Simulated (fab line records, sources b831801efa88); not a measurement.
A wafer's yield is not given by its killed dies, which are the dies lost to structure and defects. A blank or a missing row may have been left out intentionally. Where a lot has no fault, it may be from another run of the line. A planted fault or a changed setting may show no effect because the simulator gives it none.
Problem report in the 8D (eight disciplines) form, filled by code -- flow gf180mcu -- the parts of the form that need people (team, actions taken, sign-off) are left out

1. PROBLEM STATEMENT
biasW at GF_CONTACT_ETCH_17 reads a mean of 1367 W on 2 wafers of 2 lots; wafers without a fault read 1200 W with a standard deviation of 3.4. That is +49 standard deviations from the usual mean.
The step: etches SiO2 in C4F8/O2/Ar, stops on CoSi2, target depth 860 nm.
First observed at day 20 06:00: wafer L674.3, on rieDiel-03. The record holds 42 wafers of 14 lots with a number at this step. Rule for "out" (also "out of limits"): further than 4 standard deviations from the usual mean. All remaining wafers that have a number are taken as sound.

2. WHAT IT IS; WHAT IT IS NOT
question,is,is not
which readings at this step,biasW,oesProductAu
which lots,"L674, L677","L666, L667, L669, L670, L671, L673, L675, L676, L678, L683, L684, L687"
which wafers of those lots,"L674.3, L677.1","L674.1, L674.4, L677.3, L677.5"
read on which tools,rieDiel-03,"rieDiel-01, rieDiel-02"
when,from day 20 06:00,"up to then (20 sound wafers); but 20 sound wafers of L675, L676, L677, L678, L683, L684, L687 came after"

3. THE SUSPECTS, EACH WITH WHAT RULES IT OUT
Counting: any tool at a process step up to the reading remains a suspect provided it ran every lot that is out. Sound lots after the first of them don't rule it out here, since some wafers of a struck lot are sound.
- rieDiel-03 at GF_CONTACT_ETCH_17 (etches SiO2 in C4F8/O2/Ar, stops on CoSi2, target depth 860 nm): kept. It processed each lot that is out (first: L674, day 20 06:00); up to then, its last sound lot is L673 (day 19 20:00). Its own biasW readings are out on those wafers.
- In rieDiel-03 at GF_CONTACT_ETCH_17, the wafers that are out were processed in chamber 2 and their sound lot-mates in chambers 1, 3.
After counting, what remains is rieDiel-03 at GF_CONTACT_ETCH_17.

4. THE CAUSE (what the simulator had put in)
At GF_CONTACT_ETCH_17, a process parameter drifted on rieDiel-03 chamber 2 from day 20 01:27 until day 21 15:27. Setting biasW shifted by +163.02 from 1200. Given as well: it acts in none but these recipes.
After counting, this tool was the only one left.

5. SEQUENCE OF EFFECTS, ordered by route
One row per reading whose mean, taken over the struck wafers that have a number, lies over 3 standard deviations from the usual. Only readings whose record carries a usual standard deviation are examined. hours: median over the lots of the time between each lot's start at the first step of this table that gives one and its start at this step. sigmas: the change, counted in usual standard deviations.
hours,step,reading,usual,on struck wafers,change,sigmas
0,GF_CONTACT_ETCH_17,biasW,1200 W,1367,+167,+49
The process steps in it:
- GF_CONTACT_ETCH_17: etches SiO2 in C4F8/O2/Ar, stops on CoSi2, target depth 860 nm.
Later measuring or inspecting steps at which every struck wafer that the step has a row for has a number for every such reading, and none has moved that far: GF_M3_THK_MEAS_06, GF_V3_THK_MEAS_03.

6. HOW IT WOULD HAVE BEEN CAUGHT EARLIER
In this record no reading fell out of limits until day 20 06:00, 5 hours after the fault had begun at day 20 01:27.
